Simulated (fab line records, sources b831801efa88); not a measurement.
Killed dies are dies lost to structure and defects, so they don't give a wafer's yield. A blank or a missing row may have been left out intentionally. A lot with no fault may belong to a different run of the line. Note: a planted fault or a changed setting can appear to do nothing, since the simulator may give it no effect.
Commonality check across tools	flow gf180mcu	12 lots, 36 wafers sampled

WHY THIS WAS OPENED
At GF_VT_IMPLANT_RS_MEAS_47 the reading NWELL_RS is flagged on 2 of 12 lots. Wafers without a fault read 488.1 ohm/sq, standard deviation 1.4.
Rule: a lot is flagged in two cases, either no wafer of it has a number, or all its wafers with numbers fall more than 4 standard deviations from that mean. As for the other lots, they are considered sound.

lot	measured	on	NWELL_RS (ohm/sq), wafer by wafer	flag
L923	day 8 03:35	film metro-02	488.8 489.2 488.9	
L924	day 8 12:12	film metro-04	489.4 489.0 490.3	
L925	day 8 16:19	film metro-01	489.1 490.3 489.2	
L926	day 8 22:32	film metro-01	488.4 487.4 486.5	
L927	day 9 02:57	film metro-04	429.0 429.0 428.3	FLAGGED
L929	day 9 19:55	film metro-01	490.5 491.5 490.5	
L930	day 10 01:59	film metro-02	488.9 486.8 487.2	
L932	day 10 19:34	film metro-01	429.9 430.2 429.5	FLAGGED
L934	day 11 10:41	film metro-04	488.0 488.0 488.7	
L940	day 13 05:38	film metro-02	490.2 487.6 487.0	
L943	day 13 18:51	film metro-04	487.3 485.9 486.6	
L944	day 14 05:11	film metro-01	489.2 489.1 489.3	
On average the flagged lots' numbers are 429.3 ohm/sq, which is -58.8 ohm/sq against the usual, or -42 standard deviations.

WHICH TOOL RAN EACH LOT
The record holds 1 process step before the reading, out of a route of 602 steps. Each cell gives the tool, then ch followed by the chambers the sampled wafers passed through, then the start.
lot	flag	GF_NWELL_IMPLANT_09
L923		implanter-01 ch 0, day 3 17:21
L924		implanter-04 ch 0, day 3 23:59
L925		implanter-01 ch 0, day 4 05:10
L926		implanter-01 ch 0, day 4 09:52
L927	FLAGGED	implanter-02 ch 0, day 4 14:49
L929		implanter-01 ch 0, day 5 04:40
L930		implanter-04 ch 0, day 5 08:50
L932	FLAGGED	implanter-04 ch 0, day 5 21:22
L934		implanter-02 ch 0, day 6 09:21
L940		implanter-01 ch 0, day 7 19:43
L943		implanter-04 ch 0, day 8 06:45
L944		implanter-01 ch 0, day 8 14:03
What is done by these steps:
- GF_NWELL_IMPLANT_09
- GF_VT_IMPLANT_RS_MEAS_47: measures by four-point-probe.

FLAGGED OVER TOTAL, TOOL BY TOOL (the gauges that took the reading come last)
step	tool	lots run	flagged	share of the flagged lots	sound lots run after its first flagged lot
GF_NWELL_IMPLANT_09	implanter-01	6	0	none	-
GF_NWELL_IMPLANT_09	implanter-02	2	1	some	1 (L934)
GF_NWELL_IMPLANT_09	implanter-04	4	1	some	1 (L943)
GF_VT_IMPLANT_RS_MEAS_47	film metro-01	5	1	some	1 (L944)
GF_VT_IMPLANT_RS_MEAS_47	film metro-02	3	0	none	-
GF_VT_IMPLANT_RS_MEAS_47	film metro-04	4	1	some	2 (L934,L943)

WHAT IS ALLOWED BY THE TABLE
No row of the table ran every flagged lot.

WHAT WAS PUT IN BY THE SIMULATOR
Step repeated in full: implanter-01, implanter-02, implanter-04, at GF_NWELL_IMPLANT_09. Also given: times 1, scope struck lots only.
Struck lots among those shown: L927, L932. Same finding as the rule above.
